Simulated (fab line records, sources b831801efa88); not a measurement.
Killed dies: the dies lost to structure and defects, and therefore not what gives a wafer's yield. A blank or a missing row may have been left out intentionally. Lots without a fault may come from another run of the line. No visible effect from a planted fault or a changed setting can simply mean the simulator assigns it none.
The tool behind it: which one? | flow sky130 | 12 lots, 34 wafers sampled, at 1 step of a route of 708

## WHAT EACH GAUGE READ, for each wafer
SKY_VIA2_BOW_MEAS_03.
lot  | measured     | on            | VIA2_BOW (um)
L563 | day 35 12:56 | film metro-01 | 89 97 92
L565 | day 36 12:26 | film metro-01 | 98 70 85
L566 | day 36 14:19 | film metro-01 | 96 83 96
L570 | day 37 17:28 | film metro-02 | 82 89 97
L571 | day 38 04:03 | film metro-01 | 83 87
L572 | day 38 15:37 | film metro-03 | 87 75
L575 | day 39 08:06 | film metro-03 | 91 88 82
L579 | day 40 06:38 | film metro-03 | 76 91 66
L581 | day 40 19:35 | film metro-03 | 77 70 92
L582 | day 41 06:43 | film metro-01 | 85 76 82
L584 | day 41 20:12 | film metro-02 | 89 83 81
L586 | day 42 06:01 | film metro-03 | 84 89 85

## EACH LOT AND THE TOOL THAT RAN IT (in order: tool; ch and the chambers of the sampled wafers; start)
Before these readings, the record contains no process step.

## WHAT THE TOOLS THEMSELVES READ (means of the sampled wafers that have a number; where no wafer has one, the mark that the record gives instead)
The record holds no such reading with a usual standard deviation.

## THE ANSWER, worked out from the rows above alone
Rule: usual is defined by the lots themselves. Put in order of their means at a reading, lots are off if they are a third of the lots or fewer, leave a main group of 4 or more, and stand apart from it by a gap of 3 or more times the standard deviation of the main group's means; of several such gaps the widest counts. A main group whose means are all the same, to the digits that the tables above print for the reading, isn't used. A lot without any number at a reading at which 4 lots or more have one is off too. The other lots that the step has rows for count as sound. Order of review: gauges by route order, followed by the tools' own readings, for which a lot's mean as printed above is used. At the first step where some lot is off, the reading lying furthest off is the one used; lots without a number count as furthest.
No lot is off at any reading shown: from this, nothing can be told.

## WHAT THE SIMULATOR PUT IN
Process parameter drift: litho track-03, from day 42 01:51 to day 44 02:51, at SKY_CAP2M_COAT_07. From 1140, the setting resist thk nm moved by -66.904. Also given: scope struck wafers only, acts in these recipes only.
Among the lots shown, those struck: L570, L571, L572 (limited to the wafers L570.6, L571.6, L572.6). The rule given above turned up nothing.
